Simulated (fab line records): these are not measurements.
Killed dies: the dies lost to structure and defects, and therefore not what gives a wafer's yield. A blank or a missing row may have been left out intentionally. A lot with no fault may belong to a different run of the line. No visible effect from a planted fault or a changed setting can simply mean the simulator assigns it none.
Which tool is to blame?    flow gf180mcu    42 wafers from 14 lots sampled at 5 of the route's 602 steps

== WHAT EACH GAUGE READ, for each wafer ==
GF_SAB_THK_MEAS_01.
lot   measured      on             SAB_CVD_00_THK (nm)
L719  day 14 07:52  film_metro-04  51.0 50.6 50.3
L721  day 14 20:26  film_metro-04  49.5 50.4 50.5
L723  day 15 16:38  film_metro-03  50.4 51.4 51.8
L724  day 16 01:34  film_metro-02  49.0 49.0 50.2
L725  day 16 03:41  film_metro-02  49.2 49.2 50.3
L726  day 16 14:05  film_metro-02  50.6 50.4 51.0
L730  day 18 01:19  film_metro-02  48.4 49.9 49.6
L734  day 19 13:26  film_metro-03  43.6 43.6 42.8
L735  day 19 21:42  film_metro-03  43.3 44.6 44.9
L736  day 20 06:17  film_metro-04  49.7 49.8 50.4
L737  day 20 14:56  film_metro-02  43.0 42.6 43.3
L739  day 21 14:58  film_metro-04  49.4 49.6 51.0
L741  day 22 07:16  film_metro-03  50.5 50.2 52.0
L742  day 22 07:30  film_metro-02  49.7 49.5 50.5

GF_V1_THK_MEAS_25: measures by xrf.
lot   measured      on             V1_W_THK (nm)
L719  day 18 04:46  film_metro-02  367 369 353
L721  day 18 18:49  film_metro-04  348 366 366
L723  day 19 17:52  film_metro-02  352 366 350
L724  day 20 03:46  film_metro-02  353 341 352
L725  day 20 06:04  film_metro-04  343 348 342
L726  day 20 17:35  film_metro-02  346 362 344
L730  day 22 05:55  film_metro-04  368 365 350
L734  day 23 17:13  film_metro-03  366 351 347
L735  day 24 00:17  film_metro-03  355 370 358
L736  day 24 09:07  film_metro-02  346 346 348
L737  day 24 15:39  film_metro-03  356 354 352
L739  day 25 13:52  film_metro-03  362 354 361
L741  day 26 04:56  film_metro-03  358 365 367
L742  day 26 05:38  film_metro-04  357 361 363

GF_V2_THK_MEAS_01.
lot   measured      on             V2_CVD_00_THK (nm)
L719  day 19 06:31  film_metro-03  613 585 606
L721  day 19 20:31  film_metro-04  590 591 584
L723  day 20 19:55  film_metro-04  612 585 616
L724  day 21 05:10  film_metro-01  584 591 597
L725  day 21 07:41  film_metro-03  588 588 595
L726  day 21 19:02  film_metro-04  600 591 583
L730  day 23 06:34  film_metro-03  582 586 576
L734  day 24 16:54  film_metro-04  582 579 592
L735  day 24 23:19  film_metro-03  585 591 600
L736  day 25 08:04  film_metro-04  596 593 599
L737  day 25 14:47  film_metro-04  607 608 612
L739  day 26 11:59  film_metro-01  609 599 604
L741  day 27 03:05  film_metro-01  599 604 597
L742  day 27 04:05  film_metro-01  603 588 595

== TOOL THAT RAN EACH LOT (tool first, then ch and the chambers of the sampled wafers, then the start) ==
lot   GF_SAB_CVD_00                    GF_CONTACT_CMP_04
L719  pecvd-04 ch 0,1, day 14 07:51    cmp-02 ch 0,1,3, day 15 05:26
L721  pecvd-02 ch 1,2, day 14 20:25    cmp-02 ch 2,3, day 15 18:29
L723  pecvd-04 ch 0,1,2, day 15 16:37  cmp-01 ch 0,2,3, day 16 15:10
L724  pecvd-02 ch 0,1,2, day 16 01:31  cmp-02 ch 0,2, day 17 01:02
L725  pecvd-02 ch 0,1,2, day 16 03:40  cmp-01 ch 2,3, day 17 02:59
L726  pecvd-04 ch 1,2, day 16 14:04    cmp-02 ch 1,2,3, day 17 14:11
L730  pecvd-02 ch 1,2, day 18 01:16    cmp-02 ch 0,2,3, day 19 02:29
L734  pecvd-04 ch 0,1,2, day 19 13:25  cmp-02 ch 0,1,3, day 20 15:02
L735  pecvd-04 ch 0, day 19 21:40      cmp-01 ch 0,1, day 20 22:36
L736  pecvd-01 ch 1,2, day 20 06:16    cmp-01 ch 0,1,3, day 21 07:39
L737  pecvd-04 ch 0,1, day 20 14:55    cmp-01 ch 0,1,3, day 21 15:30
L739  pecvd-02 ch 0,1,2, day 21 14:57  cmp-02 ch 1,3, day 22 15:19
L741  pecvd-01 ch 0,2, day 22 07:15    cmp-02 ch 0,1,2, day 23 07:27
L742  pecvd-02 ch 0,1, day 22 07:29    cmp-01 ch 0,1,3, day 23 07:52
- GF_SAB_CVD_00: deposits SiO2 from TEOS, target thk 50 nm, time 4.9302 s.
- GF_CONTACT_CMP_04: polishes SiO2.

== WHAT THE TOOLS THEMSELVES READ (means of the sampled wafers that have a number; where no wafer has one, the mark that the record gives instead) ==
GF_SAB_CVD_00.
lot   tool      heater_power_w (W)  susceptor_temp_C (C)
L719  pecvd-04  674                 400.11
L721  pecvd-02  780                 399.96
L723  pecvd-04  693                 399.97
L724  pecvd-02  684                 400.09
L725  pecvd-02  704                 400.06
L726  pecvd-04  667                 399.85
L730  pecvd-02  753                 399.84
L734  pecvd-04  675                 399.73
L735  pecvd-04  749                 399.98
L736  pecvd-01  659                 399.90
L737  pecvd-04  625                 399.93
L739  pecvd-02  691                 400.04
L741  pecvd-01  717                 400.03
L742  pecvd-02  626                 399.94

GF_CONTACT_CMP_04.
lot   tool    motor_current_A (A)  retaining_ring_pressure_frac  time_to_endpoint_s (s)
L719  cmp-02  11.9                 1.000                         111
L721  cmp-02  10.8                 0.995                         109
L723  cmp-01  12.4                 0.999                         113
L724  cmp-02  11.8                 1.003                         118
L725  cmp-01  12.0                 0.995                         107
L726  cmp-02  11.0                 1.001                         111
L730  cmp-02  12.1                 1.001                         107
L734  cmp-02  12.4                 1.001                         102
L735  cmp-01  12.5                 0.995                         110
L736  cmp-01  12.5                 1.003                         104
L737  cmp-01  13.4                 0.999                         105
L739  cmp-02  11.2                 0.998                         106
L741  cmp-02  11.2                 1.004                         108
L742  cmp-01  12.8                 1.000                         102

== THE ANSWER, worked out from the rows above alone ==
Rule: usual is defined by the lots themselves. Put in order of their means at a reading, lots are off if they are a third of the lots or fewer, leave a main group of 4 or more, and stand apart from it by a gap of 3 or more times the standard deviation of the main group's means; of several such gaps the widest counts. A main group is skipped when, at the precision printed for the reading in the tables above, its means are all equal. A lot without any number at a reading at which 4 lots or more have one is off too. Where the step has rows for the other lots, those lots are counted as sound. The gauges are gone through in route order, then the tools' own readings, and for those a lot's mean is taken as printed above. At the first step where some lot is off, the reading lying furthest off is the one used; lots without a number count as furthest.
Off: at GF_SAB_THK_MEAS_01 (SAB_CVD_00_THK), L734, L735, L737. The main group: mean 50.2 nm, standard deviation 0.6.
If a tool, at a process step before that reading, ran all the lots that are off and no sound lot after the first of them, it fits. Those tools and the gauges at GF_SAB_THK_MEAS_01 are tried in the same way. One fits: pecvd-04 at GF_SAB_CVD_00. A fault onset in the window from L726 (day 16 14:04, its last sound lot) to L734 (day 19 13:25, its first lot off) fits.

== WHAT WAS PUT IN BY THE SIMULATOR ==
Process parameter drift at GF_SAB_CVD_00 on pecvd-04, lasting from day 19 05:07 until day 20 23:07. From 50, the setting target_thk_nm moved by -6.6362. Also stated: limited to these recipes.
Struck lots among those shown: L734, L735, L737. This agrees with what the rule above found.
